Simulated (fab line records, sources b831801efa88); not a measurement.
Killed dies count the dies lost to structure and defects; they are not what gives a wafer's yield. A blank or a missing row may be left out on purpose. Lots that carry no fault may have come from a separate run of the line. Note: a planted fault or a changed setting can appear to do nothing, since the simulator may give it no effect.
Which tool did it?	flow sky130	15 lots with 45 wafers sampled at 4 steps, on a route of 708 steps

## WHAT EACH GAUGE READ, for each wafer
SKY_POLY_GATE_CD_MEAS_22. Usual: cdNm at 149.1 nm, with a standard deviation of 2.1.
lot	measured	on	cdNm (nm)	flag
L534	day 16 15:47	cdSem-01	151.4 149.3 149.6	
L535	day 17 08:19	cdSem-01	150.8 147.8 146.8	
L536	day 17 16:31	cdSem-01	146.3 148.4 152.9	
L537	day 18 12:20	cdSem-02	147.7 144.0 146.4	
L538	day 18 12:30	cdSem-02	146.4 150.5 149.2	
L539	day 18 12:25	cdSem-01	148.6 153.4 146.7	
L540	day 19 14:35	cdSem-02	149.5 148.4 147.6	
L541	day 20 03:02	cdSem-01	150.1 146.6 146.5	
L542	day 20 02:55	cdSem-02	149.4 152.4 147.7	
L545	day 21 02:31	cdSem-02	151.0 149.7 149.6	
L555	day 24 13:54	cdSem-02	149.6 147.7 149.8	
L556	day 24 21:54	cdSem-01	156.1 153.4 153.1	

SKY_POLY_CUT_CD_MEAS_08: the cd target is 270 nm. Usual: cdNm at 270.1 nm, with a standard deviation of 1.4.
lot	measured	on	cdNm (nm)	flag
L534	day 24 07:23	cdSem-01	268.8 269.0 269.6	
L535	day 24 23:16	cdSem-02	268.9 268.6 269.0	
L536	day 25 08:30	cdSem-01	268.8 270.0 269.8	
L537	day 26 03:28	cdSem-01	269.5 268.7 268.5	
L538	day 26 04:17	cdSem-02	269.0 267.6 268.8	
L539	day 26 04:07	cdSem-01	271.1 271.3 270.8	
L540	day 27 05:12	cdSem-02	270.1 270.1 269.4	
L541	day 27 17:29	cdSem-01	271.2 271.3 270.8	
L542	day 27 17:55	cdSem-02	270.5 268.9 269.0	
L545	day 28 13:11	cdSem-01	271.9 270.4 271.0	
L555	day 31 20:04	cdSem-02	268.2 269.4 268.6	
L556	day 32 02:34	cdSem-01	269.2 268.1 267.8	

## WHICH TOOL RAN EACH LOT (tool, then ch and the chambers of the sampled wafers, then the start)
lot	SKY_SONOS_ONO_OXIDATION_00	SKY_LDD_LDN_STRIP_12
L534	furnace-01 ch 0, day 11 10:52	plasmaAsher-01 ch 1, day 22 22:14
L535	furnace-01 ch 0, day 12 05:05	plasmaAsher-04 ch 0,1, day 23 16:24
L536	furnace-02 ch 0, day 12 10:56	plasmaAsher-04 ch 0,1, day 24 01:54
L537	furnace-01 ch 0, day 13 04:06	plasmaAsher-02 ch 0,1, day 24 20:48
L538	furnace-01 ch 0, day 13 04:06	plasmaAsher-04 ch 0,1, day 24 21:24
L539	furnace-02 ch 0, day 13 05:57	plasmaAsher-01 ch 0,1, day 24 21:06
L540	furnace-02 ch 0, day 13 21:44	plasmaAsher-04 ch 0,1, day 25 23:06
L541	furnace-02 ch 0, day 14 11:08	plasmaAsher-02 ch 0,1, day 26 10:39
L542	furnace-01 ch 0, day 14 13:31	plasmaAsher-02 ch 0,1, day 26 09:53
L545	furnace-02 ch 0, day 15 13:11	plasmaAsher-04 ch 0,1, day 27 07:20
L546	furnace-02, day 15 17:26	-
L547	furnace-02, day 16 01:48	-
L548	furnace-02, day 16 18:35	-
L555	furnace-02 ch 0, day 18 15:09	plasmaAsher-04 ch 0,1, day 30 14:03
L556	furnace-02 ch 0, day 19 07:42	plasmaAsher-01 ch 0,1, day 30 20:31
- SKY_SONOS_ONO_OXIDATION_00: stabilise 600 s, purge 300 s, target thk 2.6 nm.
- SKY_LDD_LDN_STRIP_12: strips in O2/N2.

## WHAT THE TOOLS THEMSELVES READ (means of the sampled wafers that have a number; where no wafer has one, the mark that the record gives instead)
SKY_SONOS_ONO_OXIDATION_00. Usual: oxTempC 800.0 C, standard deviation 0.38; oxTempCMax 803.5, standard deviation 0.68; zonePowerTopPct 30.4 %, standard deviation 0.73; zonePowerUpperPct 14.9 %, standard deviation 1.1.
lot	tool	oxTempC (C)	oxTempCMax	zonePowerTopPct (%)	zonePowerUpperPct (%)	flag
L534	furnace-01	800.2	803.9	30.0	13.3	
L535	furnace-01	799.7	803.2	29.4	13.5	
L536	furnace-02	800.7	804.0	30.7	15.7	
L537	furnace-01	800.2	803.1	29.6	13.4	
L538	furnace-01	799.4	803.1	29.6	13.4	
L539	furnace-02	799.9	803.8	30.6	15.7	
L540	furnace-02	800.2	803.9	31.4	15.7	
L541	furnace-02	800.2	803.4	31.1	15.7	
L542	furnace-01	800.0	803.4	29.8	13.3	
L545	furnace-02	800.2	803.8	31.2	15.6	
L546	furnace-02	-	-	-	-	OFF
L547	furnace-02	-	-	-	-	OFF
L548	furnace-02	-	-	-	-	OFF
L555	furnace-02	800.1	803.6	30.9	15.6	
L556	furnace-02	799.6	803.3	31.1	15.7	

SKY_LDD_LDN_STRIP_12. Usual: drypumpMotorCurrentA 5.4 A, standard deviation 0.58; oesProductAu 0.716 a.u., standard deviation 0.0046; stripTimeToEndpointS 14.18 s, standard deviation 0.044.
lot	tool	drypumpMotorCurrentA (A)	oesProductAu (a.u.)	stripTimeToEndpointS (s)	flag
L534	plasmaAsher-01	5.6	0.723	14.12	
L535	plasmaAsher-04	5.3	0.717	14.19	
L536	plasmaAsher-04	5.9	0.719	14.13	
L537	plasmaAsher-02	5.1	0.717	14.18	
L538	plasmaAsher-04	5.3	0.717	14.23	
L539	plasmaAsher-01	5.7	0.720	14.19	
L540	plasmaAsher-04	5.8	0.719	14.19	
L541	plasmaAsher-02	5.0	0.715	14.18	
L542	plasmaAsher-02	5.1	0.714	14.15	
L545	plasmaAsher-04	5.3	0.711	14.24	
L555	plasmaAsher-04	5.8	0.714	14.20	
L556	plasmaAsher-01	5.7	0.711	14.18	

## THE ANSWER, worked out from the rows above alone
Rule: a lot counts as off when the mean over its wafers that have a number is more than 3 standard deviations away from the usual mean. A lot without any number at a reading at which 4 lots or more have one is off too. All remaining lots with rows at the step are treated as sound. The gauges are gone through in route order, then the tools' own readings, and for those a lot's mean is taken as printed above. At the first step where some lot is off, the reading lying furthest off is the one used; lots without a number count as furthest.
Off, at SKY_SONOS_ONO_OXIDATION_00 on oxTempC: L546, L547, L548. Without a number there: L546, L547, L548.
A tool fits if, at that step or a process step before it, it ran every lot that is off, and no sound lot after the first of them. No candidate that was tried fits.

## WHAT THE SIMULATOR HAD PUT IN
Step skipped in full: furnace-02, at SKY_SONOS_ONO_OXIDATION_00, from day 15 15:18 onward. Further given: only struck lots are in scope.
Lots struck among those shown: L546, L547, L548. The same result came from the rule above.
